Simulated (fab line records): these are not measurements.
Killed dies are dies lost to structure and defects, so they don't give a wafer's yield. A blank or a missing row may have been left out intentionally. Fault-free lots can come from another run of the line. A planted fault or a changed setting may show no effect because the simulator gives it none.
The tool behind it: which one?	flow gf180mcu	39 wafers from 13 lots sampled at 5 of the route's 602 steps

== WHAT EACH GAUGE READ, for each wafer ==
GF_VT_IMPLANT_RS_MEAS_48: measurement is done with a four-point probe. Usual: for LVPWELL_RS the level is 1197.4 ohm/sq and the standard deviation is 2.9.
lot	measured	on	LVPWELL_RS (ohm/sq)	flag
L921	day 7 20:26	film metro-04	1194.8 1193.9 1199.8	
L923	day 8 11:28	film metro-04	1199.4 1199.4 1198.5	
L926	day 9 06:56	film metro-01	1198.8 1192.7 1196.4	
L927	day 9 14:58	film metro-03	1197.7 1196.2 1194.8	
L931	day 10 14:31	film metro-04	1201.2 1199.4 1198.4	
L932	day 10 23:26	film metro-04	1201.7 1199.8 1196.3	
L935	day 11 18:26	film metro-04	1198.9 1199.9 1196.6	
L936	day 11 22:43	film metro-03	1176.7 1175.8 1177.1	OFF
L937	day 12 10:22	film metro-04	1199.4 1201.2 1197.5	
L938	day 12 16:05	film metro-04	1179.6 1176.7 1176.1	OFF
L939	day 12 21:41	film metro-03	1192.2 1194.4 1195.9	
L942	day 13 18:51	film metro-04	1198.8 1196.3 1199.2	
L943	day 13 23:25	film metro-04	1199.2 1195.3 1200.8	

GF_V4_THK_MEAS_25: measures by xrf. Usual: for V4_W_THK the level is 355 nm and the standard deviation is 3.5.
lot	measured	on	V4_W_THK (nm)	flag
L921	day 24 20:14	film metro-03	356 357 354	
L923	day 25 12:38	film metro-03	353 355 352	
L926	day 26 12:30	film metro-03	354 352 354	
L927	day 26 23:53	film metro-04	346 353 350	
L931	day 28 02:14	film metro-04	356 351 352	
L932	day 28 10:53	film metro-01	358 353 356	
L935	day 29 05:35	film metro-03	353 348 347	
L936	day 29 12:17	film metro-04	351 352 356	
L937	day 29 20:57	film metro-04	350 353 354	
L938	day 30 01:20	film metro-04	351 358 355	
L939	day 30 11:41	film metro-03	356 356 356	
L942	day 31 07:21	film metro-04	354 357 356	
L943	day 31 07:07	film metro-01	355 357 350	

GF_M5_CD_MEAS_07: target cd 280 nm. Usual: cd nm at 280.2 nm, with a standard deviation of 1.1.
lot	measured	on	cd nm (nm)	flag
L921	day 26 15:14	cd sem-01	282.0 281.6 279.6	
L923	day 27 07:17	cd sem-02	281.4 282.5 281.6	
L926	day 28 06:30	cd sem-02	280.4 281.5 282.6	
L927	day 28 16:40	cd sem-01	278.3 280.2 281.3	
L931	day 29 16:56	cd sem-02	279.7 278.3 280.0	
L932	day 30 01:32	cd sem-01	280.4 279.5 280.8	
L935	day 30 18:38	cd sem-02	281.2 282.1 281.9	
L936	day 31 01:53	cd sem-01	280.7 280.8 280.5	
L937	day 31 09:23	cd sem-02	279.7 279.3 280.6	
L938	day 31 13:50	cd sem-02	280.2 280.2 279.8	
L939	day 31 23:14	cd sem-02	278.4 278.0 278.3	
L942	day 32 18:21	cd sem-02	279.8 279.2 281.2	
L943	day 32 17:44	cd sem-02	278.1 279.3 279.5	

== WHAT TOOL EACH LOT RAN ON (gives the tool, then ch and the chambers of the sampled wafers, and finally the start) ==
lot	GF_LVPWELL_IMPLANT_08	GF_V4_STRIP_18
L921	implanter-03 ch 0, day 4 02:16	plasma asher-02 ch 0,1, day 24 19:16
L923	implanter-03 ch 0, day 4 13:58	plasma asher-04 ch 0,1, day 25 11:46
L926	implanter-02 ch 0, day 5 07:27	plasma asher-04 ch 0,1, day 26 11:37
L927	implanter-04 ch 0, day 5 13:02	plasma asher-02 ch 0,1, day 26 23:00
L931	implanter-02 ch 0, day 6 09:40	plasma asher-02 ch 0,1, day 28 01:22
L932	implanter-02 ch 0, day 6 16:19	plasma asher-04 ch 0,1, day 28 10:02
L935	implanter-02 ch 0, day 7 08:22	plasma asher-02 ch 0,1, day 29 04:43
L936	implanter-02 ch 0, day 7 12:55	plasma asher-03 ch 0,1, day 29 11:22
L937	implanter-04 ch 0, day 7 21:58	plasma asher-02 ch 0,1, day 29 20:04
L938	implanter-02 ch 0, day 8 02:58	plasma asher-04 ch 0,1, day 30 00:28
L939	implanter-04 ch 0, day 8 07:42	plasma asher-04 ch 0,1, day 30 10:23
L942	implanter-04 ch 0, day 9 01:27	plasma asher-02 ch 0,1, day 31 06:28
L943	implanter-04 ch 0, day 9 06:28	plasma asher-03 ch 0,1, day 31 05:55
- GF_LVPWELL_IMPLANT_08
- GF_V4_STRIP_18: strips in O2/N2.

== WHAT THE TOOLS THEMSELVES READ (means of the sampled wafers that have a number; where no wafer has one, the mark that the record gives instead) ==
GF_LVPWELL_IMPLANT_08. Usual: dose ions cm2 at 1.5e+13, with a standard deviation of 1.7e+10.
lot	tool	dose ions cm2	flag
L921	implanter-03	1.5e+13	
L923	implanter-03	1.5e+13	
L926	implanter-02	1.5e+13	
L927	implanter-04	1.5e+13	
L931	implanter-02	1.5e+13	
L932	implanter-02	1.5e+13	
L935	implanter-02	1.5e+13	
L936	implanter-02	1.6e+13	OFF
L937	implanter-04	1.5e+13	
L938	implanter-02	1.6e+13	OFF
L939	implanter-04	1.5e+13	
L942	implanter-04	1.5e+13	
L943	implanter-04	1.5e+13	

GF_V4_STRIP_18. Usual: drypump motor current A 5.8 A, standard deviation 0.42; heater power w 318 W, standard deviation 12; oes product au 0.592 a.u., standard deviation 0.0047.
lot	tool	drypump motor current A (A)	heater power w (W)	oes product au (a.u.)	flag
L921	plasma asher-02	6.0	313	0.598	
L923	plasma asher-04	5.9	329	0.590	
L926	plasma asher-04	5.9	323	0.590	
L927	plasma asher-02	6.2	313	0.594	
L931	plasma asher-02	6.0	312	0.594	
L932	plasma asher-04	5.8	329	0.590	
L935	plasma asher-02	6.0	311	0.593	
L936	plasma asher-03	5.2	314	0.589	
L937	plasma asher-02	6.2	313	0.596	
L938	plasma asher-04	5.9	323	0.586	
L939	plasma asher-04	5.8	328	0.593	
L942	plasma asher-02	6.0	311	0.593	
L943	plasma asher-03	5.2	312	0.590	

== THE ANSWER, worked out from the rows above alone ==
Rule: a lot counts as off when the mean over its wafers that have a number is more than 3 standard deviations away from the usual mean. A lot without any number at a reading at which 4 lots or more have one is off too. Where the step has rows for the other lots, those lots are counted as sound. First the gauges in route order, then the tools' own readings, where a lot's mean is used as printed above. The first step at which some lot is off is used, and at that step the reading that is off furthest; a lot without a number counts as furthest.
Off: at GF_VT_IMPLANT_RS_MEAS_48 (LVPWELL_RS), L936, L938.
A tool fits if, at a process step before that reading, it ran every lot that is off, and no sound lot after the first of them. Not tried: the gauges at GF_VT_IMPLANT_RS_MEAS_48; whatever is off there is also off at GF_LVPWELL_IMPLANT_08, on other tools, and gauge error can't account for it. One fits: implanter-02 at GF_LVPWELL_IMPLANT_08. A fault onset in the window from L935 (day 7 08:22, its last sound lot) to L936 (day 7 12:55, its first lot off) fits.
The tool's own readings at GF_LVPWELL_IMPLANT_08 bear it out: on the lots that are off they differ by more than 5 times the standard deviation of the sound lots' means. dose ions cm2 reads 1.6e+13 there against 1.5e+13 on the sound lots.

== WHAT THE SIMULATOR PUT IN ==
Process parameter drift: implanter-02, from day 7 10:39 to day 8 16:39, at GF_LVPWELL_IMPLANT_08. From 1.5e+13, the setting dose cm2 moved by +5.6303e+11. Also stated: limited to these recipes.
Lots struck among those shown: L936, L938. This agrees with what the rule above found.
